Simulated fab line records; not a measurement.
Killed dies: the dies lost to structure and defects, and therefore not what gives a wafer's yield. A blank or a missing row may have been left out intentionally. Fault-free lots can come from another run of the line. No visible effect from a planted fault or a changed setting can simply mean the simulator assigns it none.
Check for tools in common / flow sky130 / Sample size 12 lots and 36 wafers

WHY IT WAS OPENED
At SKY_VT_ADJUST_HVTR_TW_MEAS_11 the reading VT_ADJUST_HVTR_TW is flagged on 2 of 12 lots. No-fault wafers: 208.5, standard deviation 1.2.
Rule: a lot is flagged when every wafer of it that has a number lies more than 4 standard deviations from that mean, or none has a number. As for the other lots, they are considered sound.

lot=L399; measured=day 9 22:05; on=film-metro-03; VT_ADJUST_HVTR_TW, wafer by wafer=208.5 208.4 207.8; flag=
lot=L401; measured=day 10 17:19; on=film-metro-04; VT_ADJUST_HVTR_TW, wafer by wafer=209.2 209.5 207.9; flag=
lot=L402; measured=day 10 18:10; on=film-metro-04; VT_ADJUST_HVTR_TW, wafer by wafer=208.9 209.3 210.6; flag=
lot=L404; measured=day 11 08:17; on=film-metro-01; VT_ADJUST_HVTR_TW, wafer by wafer=209.1 208.4 209.6; flag=
lot=L403; measured=day 11 09:39; on=film-metro-03; VT_ADJUST_HVTR_TW, wafer by wafer=208.1 208.3 208.5; flag=
lot=L408; measured=day 12 17:31; on=film-metro-01; VT_ADJUST_HVTR_TW, wafer by wafer=206.6 205.7 206.9; flag=
lot=L410; measured=day 13 14:49; on=film-metro-03; VT_ADJUST_HVTR_TW, wafer by wafer=206.7 207.6 207.3; flag=
lot=L409; measured=day 13 15:36; on=film-metro-01; VT_ADJUST_HVTR_TW, wafer by wafer=209.1 207.8 210.4; flag=
lot=L412; measured=day 14 01:07; on=film-metro-03; VT_ADJUST_HVTR_TW, wafer by wafer=147.0 147.2 147.5; flag=FLAGGED
lot=L411; measured=day 14 01:19; on=film-metro-01; VT_ADJUST_HVTR_TW, wafer by wafer=208.9 210.2 208.5; flag=
lot=L413; measured=day 14 07:48; on=film-metro-04; VT_ADJUST_HVTR_TW, wafer by wafer=147.6 147.9 148.0; flag=FLAGGED
lot=L421; measured=day 16 03:05; on=film-metro-03; VT_ADJUST_HVTR_TW, wafer by wafer=209.0 207.9 208.4; flag=
Average over the flagged lots: 147.5; offset from the usual -61.0, equal to -51 standard deviations.

EACH LOT AND THE TOOL IT RAN ON
The record keeps 1 process step preceding the reading, out of 708 steps on the route. Read each cell as the tool, then ch plus the chambers that the sampled wafers visited, then the start.
lot=L399; flag=; SKY_VT_ADJUST_HVTR_IMPLANT_09=implanter-02 ch 0, day 9 21:50
lot=L401; flag=; SKY_VT_ADJUST_HVTR_IMPLANT_09=implanter-01 ch 0, day 10 17:04
lot=L402; flag=; SKY_VT_ADJUST_HVTR_IMPLANT_09=implanter-02 ch 0, day 10 17:58
lot=L404; flag=; SKY_VT_ADJUST_HVTR_IMPLANT_09=implanter-04 ch 0, day 11 08:02
lot=L403; flag=; SKY_VT_ADJUST_HVTR_IMPLANT_09=implanter-04 ch 0, day 11 09:25
lot=L408; flag=; SKY_VT_ADJUST_HVTR_IMPLANT_09=implanter-04 ch 0, day 12 17:17
lot=L410; flag=; SKY_VT_ADJUST_HVTR_IMPLANT_09=implanter-04 ch 0, day 13 14:35
lot=L409; flag=; SKY_VT_ADJUST_HVTR_IMPLANT_09=implanter-04 ch 0, day 13 15:22
lot=L412; flag=FLAGGED; SKY_VT_ADJUST_HVTR_IMPLANT_09=implanter-04 ch 0, day 14 00:52
lot=L411; flag=; SKY_VT_ADJUST_HVTR_IMPLANT_09=implanter-02 ch 0, day 14 01:05
lot=L413; flag=FLAGGED; SKY_VT_ADJUST_HVTR_IMPLANT_09=implanter-04 ch 0, day 14 07:34
lot=L421; flag=; SKY_VT_ADJUST_HVTR_IMPLANT_09=implanter-02 ch 0, day 16 02:50
What these steps do:
- SKY_VT_ADJUST_HVTR_IMPLANT_09
- SKY_VT_ADJUST_HVTR_TW_MEAS_11

FLAGGED AGAINST TOTAL, ONE TOOL AT A TIME (gauges that did the reading follow at the end)
step=SKY_VT_ADJUST_HVTR_IMPLANT_09; tool=implanter-01; lots run=1; flagged=0; share of the flagged lots=none; sound lots run after its first flagged lot=-
step=SKY_VT_ADJUST_HVTR_IMPLANT_09; tool=implanter-02; lots run=4; flagged=0; share of the flagged lots=none; sound lots run after its first flagged lot=-
step=SKY_VT_ADJUST_HVTR_IMPLANT_09; tool=implanter-04; lots run=7; flagged=2; share of the flagged lots=all; sound lots run after its first flagged lot=0
step=SKY_VT_ADJUST_HVTR_TW_MEAS_11; tool=film-metro-01; lots run=4; flagged=0; share of the flagged lots=none; sound lots run after its first flagged lot=-
step=SKY_VT_ADJUST_HVTR_TW_MEAS_11; tool=film-metro-03; lots run=5; flagged=1; share of the flagged lots=some; sound lots run after its first flagged lot=1 (L421)
step=SKY_VT_ADJUST_HVTR_TW_MEAS_11; tool=film-metro-04; lots run=3; flagged=1; share of the flagged lots=some; sound lots run after its first flagged lot=0

WHAT IS ALLOWED BY THE TABLE
Rows of the table that ran each flagged lot: 1, that is implanter-04 at SKY_VT_ADJUST_HVTR_IMPLANT_09.
- implanter-04 at SKY_VT_ADJUST_HVTR_IMPLANT_09 ran 7 lots, 2 of them flagged. Last sound lot L409 at day 13 15:22, first flagged lot L412 at day 14 00:52; a fault beginning in between fits. Its own readings lie more than 4 standard deviations out on every wafer of the flagged lots: dose-ions-cm2, faraday-current-uA.
Left over: one tool, implanter-04 at SKY_VT_ADJUST_HVTR_IMPLANT_09.

WHAT THE SIMULATOR HAD INSERTED
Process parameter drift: implanter-04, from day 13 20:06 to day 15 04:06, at SKY_VT_ADJUST_HVTR_IMPLANT_09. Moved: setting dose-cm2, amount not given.
Lots struck among those shown: L412, L413. This agrees with what the rule above found.
